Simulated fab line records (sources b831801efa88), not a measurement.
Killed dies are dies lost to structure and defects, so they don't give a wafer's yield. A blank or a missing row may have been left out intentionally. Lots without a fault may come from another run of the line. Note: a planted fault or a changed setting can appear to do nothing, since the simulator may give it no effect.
Which tool is to blame? :: flow sky130 :: 6 lots, 18 wafers sampled, at 2 steps of a route of 708

WHAT THE GAUGES SHOWED, per wafer
SKY_POLY_GATE_THK_MEAS_21.
lot: L278
measured: day 17 07:11
on: film_metro-01
POLY_GATE_OXIDATION_THK (nm): 3.94 4.05 4.02

lot: L283
measured: day 18 18:16
on: film_metro-01
POLY_GATE_OXIDATION_THK (nm): 4.03 4.08 4.01

lot: L286
measured: day 20 00:47
on: film_metro-01
POLY_GATE_OXIDATION_THK (nm): 4.04 3.97 4.04

lot: L288
measured: day 20 18:56
on: film_metro-03
POLY_GATE_OXIDATION_THK (nm): 4.07 4.00 4.05

lot: L291
measured: day 22 05:43
on: film_metro-04
POLY_GATE_OXIDATION_THK (nm): 4.03 4.00 4.06

lot: L297
measured: day 23 19:58
on: film_metro-04
POLY_GATE_OXIDATION_THK (nm): 3.96 4.00 4.08

EACH LOT AND THE TOOL THAT RAN IT (in order: tool; ch and the chambers of the sampled wafers; start)
lot: L278
SKY_GATE_OXIDE_STRIP_13: plasma_asher-03 ch 0,1, day 14 15:15

lot: L283
SKY_GATE_OXIDE_STRIP_13: plasma_asher-01 ch 0,1, day 16 00:01

lot: L286
SKY_GATE_OXIDE_STRIP_13: plasma_asher-02 ch 0,1, day 17 01:19

lot: L288
SKY_GATE_OXIDE_STRIP_13: plasma_asher-02 ch 1, day 17 22:43

lot: L291
SKY_GATE_OXIDE_STRIP_13: plasma_asher-01 ch 0,1, day 19 08:50

lot: L297
SKY_GATE_OXIDE_STRIP_13: plasma_asher-02 ch 0,1, day 20 23:43
- SKY_GATE_OXIDE_STRIP_13: strips in O2/N2.

THE ANSWER, worked out from the rows above alone
Rule: what is usual is taken from the lots themselves. The widest of any qualifying gaps counts: lots, ordered by their means at a reading, are off when they make up no more than a third of the lots, leave a main group of 4 or more, and stand apart from it by 3 or more times the standard deviation of that group's means. If all means in a main group match to the digits the tables above print for the reading, that group is not used. A lot without any number at a reading at which 4 lots or more have one is off too. Where the step has rows for the other lots, those lots are counted as sound.
Nothing can be told from this: no lot is off at any reading shown.

WHAT HAD BEEN PUT IN BY THE SIMULATOR
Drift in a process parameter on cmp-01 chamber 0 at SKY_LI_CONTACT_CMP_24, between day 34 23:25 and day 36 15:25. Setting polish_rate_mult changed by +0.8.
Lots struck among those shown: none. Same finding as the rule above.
